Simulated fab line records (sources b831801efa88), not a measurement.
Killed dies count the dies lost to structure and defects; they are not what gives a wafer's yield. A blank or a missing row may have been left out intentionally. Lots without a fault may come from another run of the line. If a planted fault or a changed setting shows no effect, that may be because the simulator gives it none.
Comparing a struck lot with a sound one | flow sky130 | 34 steps out of a route of 708
Sound: these wafers, L219.3, L219.5, L219.6. The struck wafers were L236.2, L236.3, L236.6. At the end, the cause is stated.
Per side, at each step with rows, come the tool, then ch with its chambers, and then its first start. Under that, the readings that differ: sound wafers | struck wafers | difference of the means | sigmas: that difference in standard deviations of wafers without a fault.
alike: same words and numbers on both sides, and readings whose means sit less than 2 such deviations apart. not compared: any withheld reading, any reading some wafer has no value for, any bound like >300 that may hide the same value, and any number with overlapping values for which the record gives no deviation.
Wherever a step has rows on one side only, a row that says differs or no value, or a row with sigmas, the two part there. Numbers that have no deviation but don't overlap get no sigmas and don't part them. A reading that every wafer of one side lacks parts them only if that side has two wafers or more.

first, 7 steps without rows for these wafers: SKY_SONOS_TUNNEL_DEVELOP_06 (develop time 60 s); SKY_SONOS_TUNNEL_IMPLANT_09; SKY_SONOS_TUNNEL_WET_ETCH_10 (etches SiO2 in dHF, target depth 14 nm, time 280 s); SKY_SONOS_TUNNEL_STRIP_11 (strips in SPM, time 600 s); SKY_SONOS_TUNNEL_CLEAN_13 (cleans in dHF, time 20 s); SKY_SONOS_ONO_OXIDATION_00 (stabilise 600 s, purge 300 s, target thk 2.6 nm); SKY_SONOS_ONO_CVD_02 (deposits Si3N4 from DCS/NH3, target thk 10.5 nm, time 180 s).
SKY_SONOS_ONO_CVD_04: deposits SiO2 from SiH4/N2O, target thk 5.7199 nm.
  sound on lpcvd-03 ch 1, day 12 01:53; struck on lpcvd-03 ch 1, day 18 00:03
  reading                                    | sound             | struck            | difference | sigmas
  model.SiO2_of_SONOS_ONO_CVD_04.thk_nm (nm) | 5.689 5.661 5.557 | 6.927 7.028 7.013 | +1.354     |
  alike: spike_tc_centre_C
SKY_SONOS_ONO_THK_MEAS_05:
  sound: film_metro-01 at day 12 03:10; struck: film_metro-03 at day 18 01:19
  reading                   | sound          | struck         | difference | sigmas
  SONOS_ONO_CVD_04_THK (nm) | 5.64 5.60 5.59 | 6.92 7.02 7.02 | +1.38      | +11
then, 23 steps without rows for these wafers: SKY_SONOS_ONO_DEHYDRATE_06 (time 60 s); SKY_SONOS_ONO_HMDS_07 (prime time 60 s); SKY_SONOS_ONO_COAT_08 (resist thk 1140 nm); SKY_SONOS_ONO_SOFTBAKE_09 (time 60 s); SKY_SONOS_ONO_EXPOSE_10 (exposes mask ONOM, target cd 410 nm); SKY_SONOS_ONO_PEB_11; SKY_SONOS_ONO_DEVELOP_12 (develop time 60 s); SKY_SONOS_ONO_ETCH_15 (etches the open film in CHF3/O2, target depth 19.52 nm, time 7.8 s); SKY_SONOS_ONO_WET_ETCH_16 (etches SiO2 in dHF, target depth 14 nm, time 280 s); SKY_SONOS_ONO_STRIP_17 (strips in O2/N2); SKY_SONOS_ONO_WET_ETCH_18 (etches Si3N4 in H3PO4, target depth 15 nm, time 172 s); SKY_GATE_OXIDE_CLEAN_00 (cleans in SC1/SC2, time 150 s); SKY_GATE_OXIDE_OXIDATION_01 (stabilise 600 s, purge 300 s, target thk 10.268 nm); SKY_GATE_OXIDE_DEHYDRATE_03 (time 60 s); SKY_GATE_OXIDE_HMDS_04 (prime time 60 s); SKY_GATE_OXIDE_COAT_05 (resist thk 1140 nm); SKY_GATE_OXIDE_SOFTBAKE_06 (time 60 s); SKY_GATE_OXIDE_EXPOSE_07 (exposes mask LVOM, target cd 600 nm); SKY_GATE_OXIDE_PEB_08; SKY_GATE_OXIDE_DEVELOP_09 (develop time 60 s); SKY_GATE_OXIDE_IMPLANT_11; SKY_GATE_OXIDE_WET_ETCH_12 (etches SiO2 in dHF, target depth 16.8 nm, time 336 s); SKY_GATE_OXIDE_STRIP_13 (strips in O2/N2).
-- the record jumps here: 3 days lie between the struck wafers' starts before and after --
SKY_GATE_OXIDE_CLEAN_15: cleans in SC1/SC2, time 150 s.
  sound on wet_bench-01 ch 3, day 14 08:52; struck on wet_bench-01 ch 3, day 20 17:35
  reading                                    | sound             | struck            | difference | sigmas
  model.SiO2_of_SONOS_ONO_CVD_04.thk_nm (nm) | 4.171 4.145 4.039 | 5.417 5.516 5.503 | +1.360     |
  alike: bath_heat_duty_pct
-- record jumps: 29 days separate the struck wafers' starts on either side; left off in module GATE_OXIDE, taken up again in module PAD_OPEN, whose first shown step is the route's number 708 --
SKY_PAD_OPEN_PROBE_99:
  sound: prober-01 at day 46 08:05; struck: prober-02 at day 50 04:02
  reading                                     | sound                | struck               | difference | sigmas
  model.etest.sonos_erased.drive_ua_um        | 208 213.7 227        | 105.8 121.2 109.6    | -104.0     |
  model.etest.sonos_uncharged.r_on_ohm_um     | 783.8 813 808.7      | 875.1 871.9 872.2    | +71.2      |
  model.etest.sonos_programmed.off_log10_a_um | -13.76 -13.95 -14.03 | -11.93 -12.31 -11.55 | +1.98      |
  model.etest.cap_ono.gate_log10_a_cm2        | -7.906 -7.888 -7.711 | -9.477 -9.568 -9.592 | -1.711     |
  model.etest.cap_ono.gate_bv_v (V)           | 16.32 16.85 16.1     | 17.81 17.41 18.2     | +1.38      |
  model.etest.cap_ono.tox_acc_nm (nm)         | 12.89 12.73 12.66    | 14.09 14.12 14.16    | +1.36      |
  model.etest.sonos_programmed.vt_v (V)       | 1.444 1.474 1.572    | 0.7653 0.7897 0.7105 | -0.7415    |
  alike: killed_at_M0_to_M3, killed_at_M4_up, killed_at_contacts, killed_at_front_end, killed_at_other, killed_dies, killed_open, killed_short, model.etest.cap_ono.under_floor

== WHERE THEY PART ==
Within this record, at SKY_SONOS_ONO_THK_MEAS_05 only. Later steps at which nothing parts them and some readings are alike: SKY_GATE_OXIDE_CLEAN_15, SKY_PAD_OPEN_PROBE_99.

WHY: the cause the simulator had injected
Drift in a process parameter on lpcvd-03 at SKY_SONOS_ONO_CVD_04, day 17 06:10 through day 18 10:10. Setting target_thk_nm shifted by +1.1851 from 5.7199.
